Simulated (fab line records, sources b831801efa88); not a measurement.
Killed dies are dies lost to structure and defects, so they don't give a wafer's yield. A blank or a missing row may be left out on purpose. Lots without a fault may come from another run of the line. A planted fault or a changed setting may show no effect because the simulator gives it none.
Which tool did it? | flow gf180mcu | 6 lots, 18 wafers sampled, at 3 steps of a route of 602

WHAT THE GAUGES READ, wafer by wafer
GF_PASSIVATION_THK_MEAS_01.
lot  | measured     | on            | PASSIVATION_CVD_00_THK (nm)
L697 | day 29 14:02 | film_metro-04 | 1002 1024 1018
L699 | day 30 06:27 | film_metro-02 | 1006 1004 1021
L702 | day 30 23:05 | film_metro-02 | 989 1002 995
L706 | day 32 03:55 | film_metro-04 | 994 1009 1006
L712 | day 33 14:07 | film_metro-02 | 1023 1008 1023
L716 | day 34 14:28 | film_metro-01 | 987 999 1036

WHICH TOOL RAN EACH LOT (tool, then ch and the chambers of the sampled wafers, then the start)
lot  | GF_TOP_METAL_SPUTTER_03      | GF_PASSIVATION_CVD_00
L697 | pvd_sputter-02, day 28 17:38 | pecvd-03 ch 0,1,2, day 29 13:58
L699 | pvd_sputter-02, day 29 10:34 | pecvd-03 ch 0,1,2, day 30 06:22
L702 | pvd_sputter-04, day 30 03:42 | pecvd-03 ch 0,2, day 30 23:00
L706 | pvd_sputter-04, day 31 10:07 | pecvd-03 ch 0,1,2, day 32 03:50
L712 | pvd_sputter-04, day 32 21:24 | pecvd-02 ch 0,1,2, day 33 14:02
L716 | pvd_sputter-04, day 33 22:03 | pecvd-02 ch 0,1,2, day 34 14:23
- GF_TOP_METAL_SPUTTER_03: material Ti, target thk 5 nm, time 3.3 s.
- GF_PASSIVATION_CVD_00: deposits SiO2 from TEOS, target thk 1000 nm, time 111.95 s.

THE ANSWER, worked out from the rows above alone
Rule: what is usual is taken from the lots themselves. Put in order of their means at a reading, lots are off if they are a third of the lots or fewer, leave a main group of 4 or more, and stand apart from it by a gap of 3 or more times the standard deviation of the main group's means; of several such gaps the widest counts. A main group whose means are all the same, to the digits that the tables above print for the reading, isn't used. A lot without any number at a reading at which 4 lots or more have one is off too. The other lots that the step has rows for count as sound.
No lot is off at any reading shown: from this, nothing can be told.

WHAT THE SIMULATOR HAD PUT IN
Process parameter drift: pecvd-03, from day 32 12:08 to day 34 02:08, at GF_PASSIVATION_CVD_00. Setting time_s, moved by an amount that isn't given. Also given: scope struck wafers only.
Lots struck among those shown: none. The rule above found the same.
